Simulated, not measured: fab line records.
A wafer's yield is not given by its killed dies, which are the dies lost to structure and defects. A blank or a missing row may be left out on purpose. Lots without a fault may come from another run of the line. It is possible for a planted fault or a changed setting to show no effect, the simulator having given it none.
Which tool is to blame? || flow sky130 || 11 lots, 33 wafers sampled, at 3 steps of a route of 708

== WHAT THE GAUGES SHOWED, per wafer ==
SKY_LDD_HVN_OVL_MEAS_07.
{"lot": "L984", "measured": "day 20 12:37", "on": "overlay-01", "LDD_HVN_OVL (nm)": "-0.5 -1.6 -2.4"}
{"lot": "L987", "measured": "day 21 08:01", "on": "overlay-01", "LDD_HVN_OVL (nm)": "-1.6 -2.4 -0.5"}
{"lot": "L988", "measured": "day 21 19:02", "on": "overlay-02", "LDD_HVN_OVL (nm)": "- - -"}
{"lot": "L998", "measured": "day 25 10:35", "on": "overlay-01", "LDD_HVN_OVL (nm)": "-0.6 0.0 0.1"}
{"lot": "L999", "measured": "day 26 00:37", "on": "overlay-01", "LDD_HVN_OVL (nm)": "-4.1 -3.2 -2.4"}
{"lot": "L100", "measured": "day 26 02:25", "on": "overlay-01", "LDD_HVN_OVL (nm)": "-0.3 -2.7 -0.1"}
{"lot": "L102", "measured": "day 26 13:58", "on": "overlay-01", "LDD_HVN_OVL (nm)": "-0.8 0.5 -0.3"}
{"lot": "L103", "measured": "day 26 17:43", "on": "overlay-01", "LDD_HVN_OVL (nm)": "1.5 1.3 1.1"}
{"lot": "L104", "measured": "day 27 03:04", "on": "overlay-02", "LDD_HVN_OVL (nm)": "0.3 -1.0 -0.4"}
{"lot": "L106", "measured": "day 28 05:58", "on": "overlay-02", "LDD_HVN_OVL (nm)": "-1.9 -2.2 0.1"}
{"lot": "L107", "measured": "day 28 09:08", "on": "overlay-01", "LDD_HVN_OVL (nm)": "-1.7 0.1 -0.4"}

== TOOL THAT RAN EACH LOT (tool first, then ch and the chambers of the sampled wafers, then the start) ==
{"lot": "L984", "SKY_POLY_GATE_ETCH_15": "rieDiel-03 ch 0,1, day 16 13:11", "SKY_LDD_HVN_EXPOSE_04": "ilineStepper-02 ch 0, day 19 21:11"}
{"lot": "L987", "SKY_POLY_GATE_ETCH_15": "rieDiel-04 ch 0,1,3, day 17 06:50", "SKY_LDD_HVN_EXPOSE_04": "ilineStepper-02 ch 0, day 20 17:15"}
{"lot": "L988", "SKY_POLY_GATE_ETCH_15": "rieDiel-03 ch 1,2, day 17 18:07", "SKY_LDD_HVN_EXPOSE_04": "ilineStepper-02 ch 0, day 21 03:58"}
{"lot": "L998", "SKY_POLY_GATE_ETCH_15": "rieDiel-01 ch 0,1,3, day 21 14:46", "SKY_LDD_HVN_EXPOSE_04": "ilineStepper-02 ch 0, day 24 21:04"}
{"lot": "L999", "SKY_POLY_GATE_ETCH_15": "rieDiel-04 ch 0,1,2, day 22 03:49", "SKY_LDD_HVN_EXPOSE_04": "ilineStepper-01 ch 0, day 25 09:46"}
{"lot": "L100", "SKY_POLY_GATE_ETCH_15": "rieDiel-04 ch 0,3, day 22 06:40", "SKY_LDD_HVN_EXPOSE_04": "ilineStepper-01 ch 0, day 25 11:29"}
{"lot": "L102", "SKY_POLY_GATE_ETCH_15": "rieDiel-03 ch 1,2,3, day 22 17:46", "SKY_LDD_HVN_EXPOSE_04": "ilineStepper-02 ch 0, day 26 00:15"}
{"lot": "L103", "SKY_POLY_GATE_ETCH_15": "rieDiel-03 ch 0,1,2, day 22 23:28", "SKY_LDD_HVN_EXPOSE_04": "ilineStepper-02 ch 0, day 26 03:51"}
{"lot": "L104", "SKY_POLY_GATE_ETCH_15": "rieDiel-03 ch 0,1, day 23 09:07", "SKY_LDD_HVN_EXPOSE_04": "ilineStepper-02 ch 0, day 26 12:41"}
{"lot": "L106", "SKY_POLY_GATE_ETCH_15": "rieDiel-01 ch 0,3, day 24 10:22", "SKY_LDD_HVN_EXPOSE_04": "ilineStepper-02 ch 0, day 27 16:26"}
{"lot": "L107", "SKY_POLY_GATE_ETCH_15": "rieDiel-04 ch 1,2, day 24 16:25", "SKY_LDD_HVN_EXPOSE_04": "ilineStepper-01 ch 0, day 27 19:40"}
- SKY_POLY_GATE_ETCH_15: etches BARC in N2/H2, stops on SiO2, time 118.5 s, target depth 110 nm.
- SKY_LDD_HVN_EXPOSE_04: exposes mask HVNTM, target cd 700 nm.

== THE ANSWER, worked out from the rows above alone ==
Rule: the lots themselves supply what counts as usual. Put in order of their means at a reading, lots are off if they are a third of the lots or fewer, leave a main group of 4 or more, and stand apart from it by a gap of 3 or more times the standard deviation of the main group's means; of several such gaps the widest counts. A main group whose means are all the same, to the digits that the tables above print for the reading, isn't used. A lot without any number at a reading at which 4 lots or more have one is off too. Any other lot the step has rows for is counted as sound.
Off: L988, at SKY_LDD_HVN_OVL_MEAS_07 (LDD_HVN_OVL). Without a number there: L988. The main group: mean -0.9 nm, standard deviation 1.1.
If a tool, at a process step before that reading, ran all the lots that are off and no sound lot after the first of them, it fits. Gauges at SKY_LDD_HVN_OVL_MEAS_07: tried the same way as those tools. No candidate that was tried fits.

== WHAT THE SIMULATOR HAD INSERTED ==
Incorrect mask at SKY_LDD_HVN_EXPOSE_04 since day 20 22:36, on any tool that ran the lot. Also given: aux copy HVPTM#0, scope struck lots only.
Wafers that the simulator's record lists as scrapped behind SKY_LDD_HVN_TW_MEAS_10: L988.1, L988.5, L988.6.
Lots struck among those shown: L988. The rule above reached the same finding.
